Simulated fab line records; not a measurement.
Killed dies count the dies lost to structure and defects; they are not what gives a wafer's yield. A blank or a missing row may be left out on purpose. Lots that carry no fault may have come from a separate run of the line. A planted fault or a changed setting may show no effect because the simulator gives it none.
Matching of chambers | flow sky130 | 3 sister chambers for SKY_CAPM_CVD_00 on pecvd-04
The step deposits SiO2, target thk 15.5 nm. 20 wafers are shown with their chamber, then 10 later ones without.

== WAFERS, EACH WITH ITS CHAMBER ==
wafer  | chamber | heater_power_w (W)
L075.1 | 1       | 759
L075.2 | 0       | 717
L075.5 | 2       | 698
L076.1 | 2       | 676
L076.2 | 0       | 660
L076.4 | 0       | 681
L078.3 | 0       | 692
L078.4 | 2       | 658
L078.6 | 1       | 802
L082.3 | 0       | 652
L082.4 | 1       | 804
L082.5 | 2       | 587
L083.4 | 0       | 688
L083.5 | 0       | 708
L083.6 | 1       | 747
L085.1 | 2       | 652
L085.3 | 0       | 744
L085.5 | 1       | 780
L088.1 | 1       | 768
L088.2 | 0       | 775

SIGNATURES, as means of the wafers listed above
reading        | chamber 0 | chamber 1 | chamber 2 | scatter within a chamber
heater_power_w | 701.89    | 776.67    | 654.20    | 35.9
Rule: a wafer's distance from a chamber is the root of the sum, over the readings, of the square of ((its reading less the chamber's mean) divided by the reading's scatter). If the next closest chamber is less than 2 further off than the closest, the wafer can't be placed; otherwise it belongs to the closest. The scatter: the root of (the sum of the squares of (reading less its chamber's mean) over the shown wafers, divided by (wafers less chambers)).

== WAFERS WHOSE CHAMBER IS MISSING ==
wafer  | heater_power_w (W)
L088.5 | 651
L093.1 | 599
L093.2 | 680
L093.3 | 795
L093.4 | 607
L093.5 | 765
L093.6 | 679
L094.2 | 768
L094.4 | 638
L094.6 | 748

== CHAMBER TAKEN BY EACH ==
wafer  | from the rows above          | in truth
L088.5 | can't be placed: 2 or 0      | 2
L093.1 | can't be placed: 2 or 0      | 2
L093.2 | can't be placed: 0 or 2      | 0
L093.3 | 1                            | 1
L093.4 | can't be placed: 2 or 0      | 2
L093.5 | can't be placed: 1 or 0      | 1
L093.6 | can't be placed: 0 or 2      | 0
L094.2 | can't be placed: 1 or 0      | 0
L094.4 | can't be placed: 2 or 0      | 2
L094.6 | can't be placed: 1 or 0 or 2 | 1
1 of 10 placed correctly. These rows do not allow placing 9 (true chamber among the candidates in 9). Wrongly placed: 0.
